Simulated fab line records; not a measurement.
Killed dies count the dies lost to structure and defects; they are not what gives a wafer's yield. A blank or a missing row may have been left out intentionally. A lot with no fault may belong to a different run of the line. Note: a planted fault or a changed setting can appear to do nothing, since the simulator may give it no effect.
What tool caused it? -- flow gf180mcu -- 13 lots, 39 wafers sampled, at 4 steps of a route of 602

== WHAT THE GAUGES SHOWED, per wafer ==
GF_VT_IMPLANT_RS_MEAS_49: the measuring method here is four-point-probe.
lot,measured,on,MVPSD_RS (ohm/sq)
L804,day 8 00:41,film_metro-03,1171 1172 1172
L805,day 8 08:23,film_metro-03,1171 1168 1169
L806,day 8 10:56,film_metro-04,1162 1162 1161
L810,day 9 13:31,film_metro-04,1167 1170 1164
L811,day 9 19:58,film_metro-04,1169 1169 1168
L812,day 10 01:40,film_metro-02,1171 1171 1166
L813,day 10 10:05,film_metro-04,1166 1168 1168
L814,day 10 15:26,film_metro-03,1172 1171 1169
L815,day 10 21:40,film_metro-03,1174 1174 1173
L816,day 11 04:29,film_metro-04,1168 1167 1168
L823,day 13 03:25,film_metro-02,1167 1166 1166
L824,day 13 11:35,film_metro-04,1165 1162 1167
L825,day 14 04:35,film_metro-02,1169 1169 1174

== WHICH TOOL RAN EACH LOT (tool, then ch and the chambers of the sampled wafers, then the start) ==
lot,GF_VT_IMPLANT_STRIP_09,GF_VT_IMPLANT_STRIP_31,GF_VT_IMPLANT_RTA_45
L804,"plasma_asher-03 ch 0,1, day 6 01:28","plasma_asher-04 ch 0,1, day 7 08:11","rtp_anneal-02 ch 0, day 8 00:13"
L805,"plasma_asher-04 ch 0,1, day 6 08:45","plasma_asher-03 ch 0,1, day 7 15:26","rtp_anneal-02 ch 0, day 8 07:56"
L806,"plasma_asher-03 ch 0,1, day 6 10:54","plasma_asher-03 ch 0,1, day 7 18:11","rtp_anneal-02 ch 0, day 8 10:29"
L810,"plasma_asher-04 ch 0,1, day 7 11:11","plasma_asher-03 ch 1, day 8 19:59","rtp_anneal-01 ch 0, day 9 13:02"
L811,"plasma_asher-02 ch 0,1, day 7 16:05","plasma_asher-04 ch 0,1, day 9 01:35","rtp_anneal-01 ch 0, day 9 19:31"
L812,"plasma_asher-03 ch 0,1, day 7 22:08","plasma_asher-04 ch 0,1, day 9 08:14","rtp_anneal-02 ch 0, day 10 01:12"
L813,"plasma_asher-02 ch 0,1, day 8 05:02","plasma_asher-03 ch 0, day 9 15:16","rtp_anneal-02 ch 0, day 10 09:38"
L814,"plasma_asher-02 ch 0,1, day 8 11:29","plasma_asher-02 ch 0, day 9 20:38","rtp_anneal-02 ch 0, day 10 14:59"
L815,"plasma_asher-04 ch 0,1, day 8 16:13","plasma_asher-02 ch 0,1, day 10 02:53","rtp_anneal-02 ch 0, day 10 21:12"
L816,"plasma_asher-03 ch 1, day 8 21:56","plasma_asher-04 ch 0,1, day 10 09:11","rtp_anneal-01 ch 0, day 11 04:01"
L823,"plasma_asher-02 ch 0,1, day 10 17:43","plasma_asher-02 ch 0,1, day 12 07:23","rtp_anneal-02 ch 0, day 13 02:57"
L824,"plasma_asher-02 ch 0,1, day 11 00:56","plasma_asher-03 ch 0,1, day 12 15:02","rtp_anneal-02 ch 0, day 13 11:07"
L825,"plasma_asher-04 ch 0,1, day 11 15:17","plasma_asher-02 ch 0,1, day 13 07:17","rtp_anneal-01 ch 0, day 14 04:08"
- GF_VT_IMPLANT_STRIP_09: strips in O2/N2.
- GF_VT_IMPLANT_STRIP_31: strips in O2/N2.
- GF_VT_IMPLANT_RTA_45: time 30 s.

== WHAT THE TOOLS THEMSELVES READ (means of the sampled wafers that have a number; where no wafer has one, the mark that the record gives instead) ==
GF_VT_IMPLANT_STRIP_09.
lot,tool,drypump_motor_current_A (A),heater_power_w (W),oes_product_au (a.u.),strip_time_to_endpoint_s (s)
L804,plasma_asher-03,5.71,327,0.716,12.70
L805,plasma_asher-04,5.42,307,0.722,12.66
L806,plasma_asher-03,5.64,330,0.716,12.63
L810,plasma_asher-04,5.45,304,0.717,12.65
L811,plasma_asher-02,5.55,360,0.712,12.66
L812,plasma_asher-03,5.62,337,0.715,12.63
L813,plasma_asher-02,5.54,359,0.716,12.61
L814,plasma_asher-02,5.54,356,0.720,12.61
L815,plasma_asher-04,5.64,295,0.718,12.64
L816,plasma_asher-03,5.55,343,0.717,12.62
L823,plasma_asher-02,5.55,364,0.711,12.62
L824,plasma_asher-02,5.62,341,0.717,12.64
L825,plasma_asher-04,5.63,294,0.720,12.58

GF_VT_IMPLANT_STRIP_31.
lot,tool,drypump_motor_current_A (A),heater_power_w (W),oes_product_au (a.u.),strip_time_to_endpoint_s (s)
L804,plasma_asher-04,5.61,293,0.718,12.63
L805,plasma_asher-03,5.71,333,0.716,12.66
L806,plasma_asher-03,5.65,336,0.716,12.61
L810,plasma_asher-03,5.56,338,0.716,12.65
L811,plasma_asher-04,5.43,307,0.713,12.64
L812,plasma_asher-04,5.42,305,0.717,12.62
L813,plasma_asher-03,5.72,322,0.715,12.59
L814,plasma_asher-02,5.70,326,0.712,12.59
L815,plasma_asher-02,5.62,345,0.711,12.60
L816,plasma_asher-04,5.63,295,0.718,12.67
L823,plasma_asher-02,5.55,361,0.715,12.59
L824,plasma_asher-03,5.63,333,0.708,12.66
L825,plasma_asher-02,5.62,339,0.717,12.67

GF_VT_IMPLANT_RTA_45.
lot,tool,lamp_power_pct (%),wafer_temp_C_max
L804,rtp_anneal-02,36.9,1053.0
L805,rtp_anneal-02,36.9,1053.8
L806,rtp_anneal-02,36.9,1053.1
L810,rtp_anneal-01,31.7,1055.8
L811,rtp_anneal-01,31.7,1054.9
L812,rtp_anneal-02,36.9,1054.8
L813,rtp_anneal-02,36.9,1054.1
L814,rtp_anneal-02,37.0,1053.3
L815,rtp_anneal-02,37.0,1054.5
L816,rtp_anneal-01,31.7,1055.0
L823,rtp_anneal-02,29.9,972.7
L824,rtp_anneal-02,29.8,972.7
L825,rtp_anneal-01,31.7,1054.8

== THE ANSWER, worked out from the rows above alone ==
Rule: what is usual is taken from the lots themselves. The widest of any qualifying gaps counts: lots, ordered by their means at a reading, are off when they make up no more than a third of the lots, leave a main group of 4 or more, and stand apart from it by 3 or more times the standard deviation of that group's means. If all means in a main group match to the digits the tables above print for the reading, that group is not used. A lot without any number at a reading at which 4 lots or more have one is off too. All remaining lots with rows at the step are treated as sound. The gauges are gone through in route order, then the tools' own readings, and for those a lot's mean is taken as printed above. The first step at which some lot is off is used, and at that step the reading that is off furthest; a lot without a number counts as furthest.
Off, at GF_VT_IMPLANT_RTA_45 on wafer_temp_C_max: L823, L824. The main group has a mean of 1054.3 with a standard deviation of 0.86.
A tool fits if, at that step or a process step before it, it ran every lot that is off, and no sound lot after the first of them. This does not decide it: 2 tools fit, namely plasma_asher-02 at GF_VT_IMPLANT_STRIP_09 and rtp_anneal-02 at GF_VT_IMPLANT_RTA_45.

== WHAT THE SIMULATOR HAD PUT IN ==
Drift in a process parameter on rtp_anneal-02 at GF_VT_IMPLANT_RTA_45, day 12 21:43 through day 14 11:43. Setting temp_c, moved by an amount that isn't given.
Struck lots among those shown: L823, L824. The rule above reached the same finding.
